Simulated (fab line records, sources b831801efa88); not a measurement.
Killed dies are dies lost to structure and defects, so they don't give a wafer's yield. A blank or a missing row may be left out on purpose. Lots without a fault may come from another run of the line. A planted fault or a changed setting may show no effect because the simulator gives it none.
Problem report in the 8D (eight disciplines) form, filled by code | flow gf180mcu | the parts of the form that need people (team, actions taken, sign-off) are left out

1. THE PROBLEM
STI_OXIDATION_02_THK at GF_STI_THK_MEAS_30 reads a mean of 15.38 nm on 6 wafers of 2 lots; wafers without a fault read 9.92 nm with a standard deviation of 0.19. That is +29 standard deviations from the usual mean.
First seen on wafer L316.4, day 4 10:13, on film_metro-04. The record holds 33 wafers of 11 lots with a number at this step. Rule for "out", or "out of limits": more than 4 standard deviations from the usual mean. The other wafers with a number count as sound.

2. WHAT IT IS AND WHAT IT IS NOT
question                    | is                           | is not
which readings at this step | STI_OXIDATION_02_THK         | -
which lots                  | L316, L318                   | L306, L307, L308, L309, L311, L320, L321, L325, L329
which wafers of those lots  | all that have a number       | -
read on which gauges        | film_metro-03, film_metro-04 | film_metro-02
when                        | from day 4 10:13             | up to then (15 sound wafers); but 12 sound wafers of L320, L321, L325, L329 came after

3. SUSPECTS, AND WHAT RULES EACH OUT
Counting: a tool at a process step up to the reading stays a suspect if it ran every lot that is out and no sound lot after the first of them.
- the gauge at GF_STI_THK_MEAS_30: ruled out. The wafers that are out were read on 2 gauges (film_metro-03, film_metro-04).
- furnace-01 at GF_STI_OXIDATION_29 (stabilise 600 s, purge 300 s, target thk 10 nm): kept. It ran every lot that is out, first L316 (day 4 08:48), and no sound lot after that; its last sound lot up to then is L307 (day 2 19:37).
Left after counting: furnace-01 at GF_STI_OXIDATION_29.

4. THE CAUSE (what the simulator had put in)
Process parameter drift: furnace-01, from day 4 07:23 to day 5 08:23, at GF_STI_OXIDATION_29. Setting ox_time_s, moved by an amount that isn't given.
Counting left only this tool.

5. THE CHAIN OF EFFECTS, in route order
Each row: a reading whose mean over the struck wafers that have a number lies more than 3 standard deviations from the usual. Only readings for which the record gives a usual standard deviation are gone through. hours: the time from each lot's start at the first step in this table that gives one to its start at this step, as a median over the lots. sigmas: the change in usual standard deviations.
hours | step               | reading              | usual   | on struck wafers | change | sigmas
0     | GF_STI_THK_MEAS_30 | STI_OXIDATION_02_THK | 9.92 nm | 15.38            | +5.46  | +29
Later measuring or inspecting steps at which every struck wafer that the step has a row for has a number for every such reading, and none has moved that far: GF_VT_IMPLANT_TW_MEAS_43.

6. WHAT WOULD HAVE CAUGHT IT SOONER
In this record the first reading out of limits at a measuring or inspecting step was taken at day 4 10:13, 3 hours after the fault began at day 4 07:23.
Of the tool readings at GF_STI_OXIDATION_29 for which the record gives a usual standard deviation, none was out on any struck wafer, so an alarm limit of 4 standard deviations on them would not have fired.
Of the lots that are out (2), L318 began GF_STI_OXIDATION_29 on furnace-01 after day 4 10:13. A hold on the tool at that time would have spared it.
